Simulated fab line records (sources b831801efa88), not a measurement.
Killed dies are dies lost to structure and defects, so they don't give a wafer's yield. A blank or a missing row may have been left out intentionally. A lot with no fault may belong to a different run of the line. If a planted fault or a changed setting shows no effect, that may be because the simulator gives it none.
Problem report, 8D (eight disciplines) form, completed by code ; flow sky130 ; the parts of the form that need people (team, actions taken, sign-off) are left out

1. PROBLEM STATEMENT
VIA4_HDPCVD_THK at SKY_VIA4_THK_MEAS_01 reads a mean of 2840 nm on 1 wafer of 1 lot; wafers without a fault read 1753 nm with a standard deviation of 22. Relative to the usual mean, that is a shift of +49 standard deviations.
Earliest sighting: wafer L426.6 on film_metro-03 at day 46 16:43. At this step, 35 wafers from 12 lots have a number in the record. The rule behind "out" and "out of limits": a value lying over 4 standard deviations away from the usual mean. The rest of the wafers with a number are treated as sound.

2. WHAT THIS IS AND IS NOT
question;is;is not
which readings at this step;VIA4_HDPCVD_THK;-
which lots;L426;L412, L413, L415, L417, L418, L419, L421, L422, L423, L425, L432
which wafers of those lots;L426.6;L426.5
read on which gauges;film_metro-03;film_metro-01, film_metro-04
when;from day 46 16:43;"up to then (31 sound wafers); but 3 sound wafers of L432 came after"

3. WHAT RULES OUT EACH SUSPECT
Counting: if a tool at a process step up to the reading ran every lot that is out, it stays a suspect. Sound lots after the first of them don't rule it out here, since some wafers of a struck lot are sound.
- the gauge at SKY_VIA4_THK_MEAS_01: kept. All the wafers that are out were read on film_metro-03, and no step on other tools shows them out.
- pvd_sputter-03 at SKY_METAL4_SPUTTER_01 (material TiN, target thk 20 nm, time 16.7 s): kept. It ran the lot that is out, L426 (day 44 19:03); its last sound lot up to then is L422 (day 43 13:16).
- pvd_sputter-03 at SKY_METAL4_SPUTTER_02 (material AlCu, target thk 735 nm, time 39.1 s): kept. It ran the lot that is out, L426 (day 44 19:05); its last sound lot up to then is L422 (day 43 13:17).
- rie_metal-04 at SKY_METAL4_ETCH_16 (etches BARC in N2/H2, stops on SiO2, time 88.2 s, target depth 60 nm): kept. It ran the lot that is out, L426 (day 46 15:40); its last sound lot up to then is L418 (day 44 15:20).
- hdpcvd-02 at SKY_VIA4_HDPCVD_00 (deposits SiO2, target thk 1750 nm, time 291.7 s): kept. It ran the lot that is out, L426 (day 46 16:35); its last sound lot up to then is L425 (day 46 09:56).
- Within rie_metal-04 at SKY_METAL4_ETCH_16, the wafers that are out were processed in chamber 1 and their sound lot-mates in chamber 0.
- Within hdpcvd-02 at SKY_VIA4_HDPCVD_00, the wafers that are out were processed in chamber 0 and their sound lot-mates in chamber 2.
Left after counting: pvd_sputter-03 at SKY_METAL4_SPUTTER_01, pvd_sputter-03 at SKY_METAL4_SPUTTER_02, rie_metal-04 at SKY_METAL4_ETCH_16, hdpcvd-02 at SKY_VIA4_HDPCVD_00, film_metro-03 at SKY_VIA4_THK_MEAS_01.

4. THE CAUSE (what the simulator had put in)
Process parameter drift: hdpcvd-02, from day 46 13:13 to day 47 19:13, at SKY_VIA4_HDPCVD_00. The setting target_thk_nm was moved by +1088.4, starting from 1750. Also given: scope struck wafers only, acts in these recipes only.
5 suspects survive the count, and this tool is in that group.

5. THE CHAIN OF EFFECTS, in route order
Each row: a reading whose mean over the struck wafers that have a number lies more than 3 standard deviations from the usual. Scope: only readings with a usual standard deviation given in the record; hours: median across lots of the time from each lot's start at the first step in this table that gives one to its start at this step; sigmas: change in usual standard deviations.
hours;step;reading;usual;on struck wafers;change;sigmas
0;SKY_VIA4_THK_MEAS_01;VIA4_HDPCVD_THK;1753 nm;2840;+1087;+49

6. WHAT WOULD HAVE CAUGHT IT SOONER
Counted from the fault's start at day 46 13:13, it took 4 hours until the first out-of-limits reading at a measuring or inspecting step in this record, taken at day 46 16:43.
Of the tool readings at SKY_VIA4_HDPCVD_00 for which the record gives a usual standard deviation, none was out on any struck wafer, so an alarm limit of 4 standard deviations on them would not have fired.
The start of SKY_VIA4_HDPCVD_00 on hdpcvd-02 came by day 46 16:43 for every one of the lots that are out (1). Holding the tool at that point would not have protected any of them.
